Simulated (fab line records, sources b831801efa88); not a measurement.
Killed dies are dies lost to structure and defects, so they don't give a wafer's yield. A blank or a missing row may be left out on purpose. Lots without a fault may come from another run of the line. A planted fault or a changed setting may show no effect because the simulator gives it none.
A struck lot beside a sound one | flow sky130 | 19 steps out of a route of 708
Sound: wafers L676.3, L676.4, L676.6. Struck: wafers L683.1, L683.3, L683.4. The cause comes at the end.
At each step with rows: each side's tool, then ch and its chambers, then its first start. Under that, the readings that differ: sound wafers | struck wafers | difference of the means | sigmas: that difference in standard deviations of wafers without a fault.
alike: readings whose means differ by less than 2 such deviations, and words and numbers that are the same on both sides. not compared: withheld readings, readings that some wafer has no value for, bounds like >300 that may hide the same value, and numbers for which the record gives no deviation and whose values overlap.
The two part at a step that has a row with sigmas, a row that says differs or no value, or rows on one side only. Numbers that don't overlap but have no deviation are shown without sigmas and don't part them. A reading that every wafer of one side lacks parts them only if that side has two wafers or more.

first, 4 steps without rows for these wafers: SKY_METAL2_STRIP_21 (strips in post etch residue remover, time 1200 s); SKY_METAL2_CLEAN_22 (cleans in IPA, time 180 s); SKY_METAL2_CLEAN_23 (cleans in O3/DIW); SKY_VIA2_HDPCVD_00 (deposits SiO2, target thk 1180 nm, time 196.7 s).
SKY_VIA2_THK_MEAS_01:
  sound on film_metro-03, day 38 15:28; struck on film_metro-01, day 40 15:17
  alike: VIA2_HDPCVD_THK
SKY_VIA2_CMP_02: polishes SiO2.
  sound on cmp-01 ch 1,2, day 38 15:31; struck on cmp-01 ch 0,2,3, day 40 15:21
  alike: edge_zone_pressure_frac, motor_current_A, platen_rpm, retaining_ring_pressure_frac
SKY_VIA2_BOW_MEAS_03:
  sound on film_metro-01, day 38 15:51; struck on film_metro-01, day 40 15:39
  alike: VIA2_BOW
then, 5 steps without rows for these wafers: SKY_VIA2_DEHYDRATE_04 (time 60 s); SKY_VIA2_HMDS_05 (prime time 60 s); SKY_VIA2_COAT_06 (resist thk 60 nm); SKY_VIA2_COAT_07 (resist thk 450 nm); SKY_VIA2_SOFTBAKE_08 (time 90 s).
SKY_VIA2_EXPOSE_09: exposes mask VIM2, target cd 200 nm.
  sound on krf_scanner-01 ch 0, day 39 03:49; struck on krf_scanner-02 ch 0, day 41 03:28
  reading                      | sound             | struck            | difference | sigmas
  model.VIA2.overlay_x_nm (nm) | -1.48 -1.48 -1.48 | 19.77 19.77 19.77 | +21.25     |
  alike: mask
then, 2 steps without rows for these wafers: SKY_VIA2_PEB_10; SKY_VIA2_DEVELOP_11 (develop time 61.79 s).
SKY_VIA2_CD_MEAS_12: target cd 200 nm.
  sound on cd_sem-01, day 39 16:34; struck on cd_sem-02, day 41 15:44
  alike: cd_nm
SKY_VIA2_OVL_MEAS_13:
  sound on overlay-01, day 39 16:40; struck on overlay-02, day 41 15:51
  reading       | sound   | struck   | difference | sigmas
  VIA2_OVL (nm) | -2 -4 0 | 18 18 19 | +20        | +4
SKY_VIA2_ETCH_14: etches BARC in N2/H2, stops on SiO2, time 45.9 s, target depth 60 nm.
  sound on rie_diel-02 ch 0,3, day 39 16:41; struck on rie_diel-04 ch 0,1,2, day 41 15:53
  alike: drypump_motor_current_A, oes_product_au, throttle_valve_pct
  not compared: rf_hours_counter_h
then, 1 step without rows for these wafers: SKY_PAD_OPEN_PROBE_99.

WHERE THEY PART
Only at SKY_VIA2_OVL_MEAS_13, within this record. Later steps at which nothing parts them and some readings are alike: SKY_VIA2_ETCH_14.

WHY: what the simulator had put in
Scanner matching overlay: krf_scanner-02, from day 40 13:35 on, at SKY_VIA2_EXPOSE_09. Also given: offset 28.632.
